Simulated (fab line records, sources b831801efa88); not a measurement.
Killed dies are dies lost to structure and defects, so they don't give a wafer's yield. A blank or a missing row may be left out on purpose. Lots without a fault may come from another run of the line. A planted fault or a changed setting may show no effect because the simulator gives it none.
A struck lot beside a sound one | flow sky130 | 15 steps out of a route of 708
Sound: wafers L775.2, L775.4, L775.6. Struck: wafers L777.2, L777.3, L777.6. The cause comes at the end.
At each step with rows: each side's tool, then ch and its chambers, then its first start. Under that, the readings that differ: sound wafers | struck wafers | difference of the means | sigmas: that difference in standard deviations of wafers without a fault.
alike: readings whose means differ by less than 2 such deviations, and words and numbers that are the same on both sides. not compared: withheld readings, readings that some wafer has no value for, bounds like >300 that may hide the same value, and numbers for which the record gives no deviation and whose values overlap.
The two part at a step that has a row with sigmas, a row that says differs or no value, or rows on one side only. Numbers that don't overlap but have no deviation are shown without sigmas and don't part them. A reading that every wafer of one side lacks parts them only if that side has two wafers or more.

SKY_LDD_HVP_TW_MEAS_10:
  sound on film_metro-04, day 24 19:11; struck on film_metro-02, day 25 14:02
  alike: LDD_HVP_TW
then, 7 steps without rows for these wafers: SKY_LDD_LDN_DEHYDRATE_00 (time 60 s); SKY_LDD_LDN_HMDS_01 (prime time 60 s); SKY_LDD_LDN_COAT_02 (resist thk 1140 nm); SKY_LDD_LDN_SOFTBAKE_03 (time 60 s); SKY_LDD_LDN_EXPOSE_04 (exposes mask LDNTM, target cd 700 nm); SKY_LDD_LDN_PEB_05; SKY_LDD_LDN_DEVELOP_06 (develop time 60 s).
SKY_LDD_LDN_OVL_MEAS_07:
  sound on overlay-02, day 26 01:09; struck on overlay-02, day 26 19:30
  alike: LDD_LDN_OVL
then, 3 steps without rows for these wafers: SKY_LDD_LDN_IMPLANT_08; SKY_LDD_LDN_IMPLANT_09; SKY_LDD_LDN_IMPLANT_10.
SKY_LDD_LDN_IMPLANT_11:
  sound on implanter-01 ch 0, day 26 01:40; struck on implanter-01 ch 0, day 26 20:01
  reading            | sound                            | struck                           | difference  | sigmas
  dose_ions_cm2      | 1.2501e+13 1.2495e+13 1.2504e+13 | 1.3492e+13 1.3474e+13 1.3492e+13 | +9.8600e+11 | +76
  faraday_current_uA | 70.2 71.8 68.1                   | 78.1 75.9 76.6                   | +6.8        | +5
  alike: end_station_pressure_torr
SKY_LDD_LDN_STRIP_12: strips in O2/N2.
  sound on plasma_asher-02 ch 1, day 26 01:48; struck on plasma_asher-02 ch 0,1, day 26 20:08
  alike: drypump_motor_current_A, o2_flow_sccm, oes_product_au, strip_time_to_endpoint_s
  not compared: rf_hours_counter_h
-- the record jumps here: 22 days lie between the struck wafers' starts before and after (it left off in module LDD_LDN and takes up again in module PAD_OPEN, whose first step shown is number 708 of the route) --
SKY_PAD_OPEN_PROBE_99:
  sound on prober-02, day 48 00:40; struck on prober-02, day 48 12:10
  alike: killed_at_M0_to_M3, killed_at_M4_up, killed_at_contacts, killed_at_front_end, killed_at_other, killed_dies, killed_open, killed_short

WHERE THEY PART
Only at SKY_LDD_LDN_IMPLANT_11, within this record. Later steps at which nothing parts them and some readings are alike: SKY_LDD_LDN_STRIP_12, SKY_PAD_OPEN_PROBE_99.

WHY: what the simulator had put in
Process parameter drift: implanter-01, from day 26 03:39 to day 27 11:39, at SKY_LDD_LDN_IMPLANT_11. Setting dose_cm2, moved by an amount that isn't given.
